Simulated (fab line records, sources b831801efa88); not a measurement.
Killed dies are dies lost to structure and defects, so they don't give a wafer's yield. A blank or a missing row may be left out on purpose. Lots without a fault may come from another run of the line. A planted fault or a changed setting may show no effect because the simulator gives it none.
A struck lot beside a sound one | flow sky130 | 22 steps out of a route of 708
Sound: wafers L659.1, L659.5, L659.6. Struck: wafers L671.4, L671.5, L671.6. The cause comes at the end.
At each step with rows: each side's tool, then ch and its chambers, then its first start. Under that, the readings that differ: sound wafers | struck wafers | difference of the means | sigmas: that difference in standard deviations of wafers without a fault.
alike: readings whose means differ by less than 2 such deviations, and words and numbers that are the same on both sides. not compared: withheld readings, readings that some wafer has no value for, bounds like >300 that may hide the same value, and numbers for which the record gives no deviation and whose values overlap.
The two part at a step that has a row with sigmas, a row that says differs or no value, or rows on one side only. Numbers that don't overlap but have no deviation are shown without sigmas and don't part them. A reading that every wafer of one side lacks parts them only if that side has two wafers or more.

first, 6 steps without rows for these wafers: SKY_VT_ADJUST_LVTN_HMDS_01 (prime time 60 s); SKY_VT_ADJUST_LVTN_COAT_02 (resist thk 3000 nm); SKY_VT_ADJUST_LVTN_SOFTBAKE_03; SKY_VT_ADJUST_LVTN_EXPOSE_04 (exposes mask NWM COMPLEMENT LESS NATIVE, target cd 840 nm); SKY_VT_ADJUST_LVTN_PEB_05; SKY_VT_ADJUST_LVTN_DEVELOP_06 (develop time 60 s).
SKY_VT_ADJUST_LVTN_OVL_MEAS_07:
  sound on overlay-01, day 8 18:55; struck on overlay-02, day 12 00:02
  reading                 | sound       | struck         | difference | sigmas
  VT_ADJUST_LVTN_OVL (nm) | 2.4 2.1 0.8 | -2.0 -2.9 -2.3 | -4.2       | -3
then, 1 step without rows for these wafers: SKY_VT_ADJUST_LVTN_IMPLANT_08.
SKY_VT_ADJUST_LVTN_STRIP_09: strips in O2/N2.
  sound on plasma_asher-04 ch 0,1, day 8 19:07; struck on plasma_asher-03 ch 0,1, day 12 00:14
  alike: chamber_pressure_mTorr, drypump_motor_current_A, o2_flow_sccm, oes_product_au, strip_time_to_endpoint_s
  not compared: rf_hours_counter_h
SKY_VT_ADJUST_LVTN_TW_MEAS_10:
  sound on film_metro-02, day 8 19:13; struck on film_metro-04, day 12 00:20
  alike: VT_ADJUST_LVTN_TW
then, 2 steps without rows for these wafers: SKY_VT_ADJUST_LVTN_DEHYDRATE_11 (time 60 s); SKY_VT_ADJUST_LVTN_HMDS_12 (prime time 61.34 s).
SKY_VT_ADJUST_LVTN_COAT_13: resist thk 1140 nm.
  sound on litho_track-04 ch 0, day 9 05:36; struck on litho_track-04 ch 0, day 12 12:11
  reading                                             | sound                | struck               | difference | sigmas
  spin_speed_rpm (rpm)                                | 3004.9 3002.2 3001.4 | 3120.2 3116.6 3119.7 | +116.0     | +55
  model.NOVOLAK_of_VT_ADJUST_LVTN_COAT_13.thk_nm (nm) | 1134 1133 1134       | 1119 1117 1121       | -15        |
  alike: exhaust_pa
then, 3 steps without rows for these wafers: SKY_VT_ADJUST_LVTN_SOFTBAKE_14 (time 60 s); SKY_VT_ADJUST_LVTN_EXPOSE_15 (exposes mask HVN STD DERIVED, target cd 600 nm); SKY_VT_ADJUST_LVTN_PEB_16.
SKY_VT_ADJUST_LVTN_DEVELOP_17: develop time 60 s.
  sound on litho_track-04 ch 0, day 9 16:18; struck on litho_track-03 ch 0, day 13 00:33
  reading                                             | sound          | struck         | difference | sigmas
  model.NOVOLAK_of_VT_ADJUST_LVTN_COAT_13.thk_nm (nm) | 1134 1133 1134 | 1118 1116 1121 | -15        |
  alike: exhaust_pa
SKY_VT_ADJUST_LVTN_OVL_MEAS_18:
  sound on overlay-02, day 9 16:27; struck on overlay-01, day 13 00:38
  alike: VT_ADJUST_LVTN_01_OVL
then, 1 step without rows for these wafers: SKY_VT_ADJUST_LVTN_IMPLANT_19.
SKY_VT_ADJUST_LVTN_STRIP_20: strips in O2/N2.
  sound on plasma_asher-03 ch 0,1, day 9 16:38; struck on plasma_asher-04 ch 0,1, day 13 00:50
  reading                      | sound             | struck            | difference | sigmas
  strip_time_to_endpoint_s (s) | 14.13 14.08 14.11 | 13.92 13.91 13.96 | -0.18      | -4
  alike: chamber_pressure_mTorr, drypump_motor_current_A, o2_flow_sccm, oes_product_au
  not compared: rf_hours_counter_h
SKY_VT_ADJUST_LVTN_TW_MEAS_21:
  sound on film_metro-03, day 9 16:44; struck on film_metro-04, day 13 00:56
  reading             | sound             | struck            | difference | sigmas
  VT_ADJUST_LVTN_2_TW | 190.0 191.5 190.3 | 184.0 184.6 184.0 | -6.4       | -3
-- the record jumps here: 37 days lie between the struck wafers' starts before and after (it left off in module VT_ADJUST_LVTN and takes up again in module PAD_OPEN, whose first step shown is number 708 of the route) --
SKY_PAD_OPEN_PROBE_99:
  sound on prober-01, day 47 15:55; struck on prober-01, day 50 03:08
  alike: killed_at_M0_to_M3, killed_at_M4_up, killed_at_contacts, killed_at_front_end, killed_at_other, killed_dies, killed_open, killed_short

WHERE THEY PART
First at SKY_VT_ADJUST_LVTN_OVL_MEAS_07; last, within this record, at SKY_VT_ADJUST_LVTN_TW_MEAS_21. Later steps at which nothing parts them and some readings are alike: SKY_PAD_OPEN_PROBE_99.

WHY: what the simulator had put in
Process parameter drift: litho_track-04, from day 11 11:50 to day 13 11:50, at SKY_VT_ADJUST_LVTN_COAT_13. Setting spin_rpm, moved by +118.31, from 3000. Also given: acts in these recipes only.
